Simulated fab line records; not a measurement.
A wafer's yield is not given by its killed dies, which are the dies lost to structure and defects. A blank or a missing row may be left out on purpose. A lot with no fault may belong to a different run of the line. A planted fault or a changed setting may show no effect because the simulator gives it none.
Which tool did it? | flow sfq_line | 13 lots, 38 wafers sampled, at 2 steps of a route of 325

## WHAT THE GAUGES SHOWED, per wafer
No reading from a measuring or inspecting step in the record can be judged against a usual standard deviation.

## WHICH TOOL RAN EACH LOT (tool, then ch and the chambers of the sampled wafers, then the start)
lot  | SFQ_TRILAYER_M6_LITHO_COAT_164    | SFQ_TRILAYER_M6_BARC_OPEN_METAL_ETCH_206
L671 | litho_track-02 ch 0, day 71 00:25 | rie_metal-01 ch 0,1, day 75 12:58
L672 | litho_track-01 ch 0, day 71 03:42 | rie_metal-02 ch 0,1, day 75 17:46
L673 | litho_track-02 ch 0, day 71 07:24 | rie_metal-02 ch 0,1, day 75 20:11
L674 | litho_track-03 ch 0, day 71 08:39 | rie_metal-03 ch 0,1, day 75 21:23
L675 | litho_track-03 ch 0, day 71 14:39 | rie_metal-02 ch 0,1, day 76 02:11
L676 | litho_track-03 ch 0, day 71 16:54 | rie_metal-03 ch 0,1, day 76 04:34
L677 | litho_track-02 ch 0, day 71 19:21 | rie_metal-01 ch 0,1, day 76 05:46
L681 | litho_track-03 ch 0, day 72 05:02 | rie_metal-01 ch 0,1, day 76 15:22
L685 | litho_track-03 ch 0, day 72 14:38 | rie_metal-01 ch 0,1, day 77 02:10
L688 | litho_track-02 ch 0, day 75 07:13 | rie_metal-03 ch 0,1, day 79 16:22
L689 | litho_track-01 ch 0, day 75 11:04 | rie_metal-01 ch 0,1, day 79 20:36
L690 | litho_track-02 ch 0, day 77 04:59 | rie_metal-01 ch 0,1, day 81 00:12
L693 | litho_track-01 ch 0, day 78 00:29 | rie_metal-03 ch 0,1, day 82 05:15
- SFQ_TRILAYER_M6_LITHO_COAT_164: resist thk 62 nm.
- SFQ_TRILAYER_M6_BARC_OPEN_METAL_ETCH_206: etches BARC in O2, target depth 125 nm, time 41.7 s.

## WHAT THE TOOLS THEMSELVES READ (means of the sampled wafers that have a number; where no wafer has one, the mark that the record gives instead)
SFQ_TRILAYER_M6_BARC_OPEN_METAL_ETCH_206. Usual: chamber_pressure_mTorr 9.999 mTorr, standard deviation 0.0097; drypump_motor_current_A 5.76 A, standard deviation 0.3; oes_product_au 0.685 a.u., standard deviation 0.005.
lot  | tool         | chamber_pressure_mTorr (mTorr) | drypump_motor_current_A (A) | oes_product_au (a.u.) | flag
L671 | rie_metal-01 | 10.011                         | 5.47                        | 0.688                 |
L672 | rie_metal-02 | 10.007                         | 5.76                        | 0.681                 |
L673 | rie_metal-02 | 10.008                         | 5.75                        | 0.684                 |
L674 | rie_metal-03 | 10.000                         | 5.84                        | 0.686                 |
L675 | rie_metal-02 | 9.999                          | 6.02                        | 0.686                 |
L676 | rie_metal-03 | 10.001                         | 5.87                        | 0.692                 |
L677 | rie_metal-01 | 10.000                         | 5.49                        | 0.681                 |
L681 | rie_metal-01 | 9.999                          | 5.46                        | 0.686                 |
L685 | rie_metal-01 | 9.995                          | 5.47                        | 0.691                 |
L688 | rie_metal-03 | 10.000                         | 5.81                        | 0.684                 |
L689 | rie_metal-01 | 9.994                          | 5.47                        | 0.683                 |
L690 | rie_metal-01 | 9.996                          | 5.49                        | 0.682                 |
L693 | rie_metal-03 | 10.001                         | 5.87                        | 0.683                 |

## THE ANSWER, worked out from the rows above alone
Rule: take the mean of a lot's wafers that have a number; if it is more than 3 standard deviations from the usual mean, the lot is off. Also off: a lot with no number at a reading for which 4 or more lots have one. All remaining lots with rows at the step are treated as sound. After the gauges, taken in route order, come the tools' own readings; for these a lot's mean is taken, as printed above. At the first step where some lot is off, the reading lying furthest off is the one used; lots without a number count as furthest.
No lot is off at any reading shown: from this, nothing can be told.

## WHAT THE SIMULATOR PUT IN
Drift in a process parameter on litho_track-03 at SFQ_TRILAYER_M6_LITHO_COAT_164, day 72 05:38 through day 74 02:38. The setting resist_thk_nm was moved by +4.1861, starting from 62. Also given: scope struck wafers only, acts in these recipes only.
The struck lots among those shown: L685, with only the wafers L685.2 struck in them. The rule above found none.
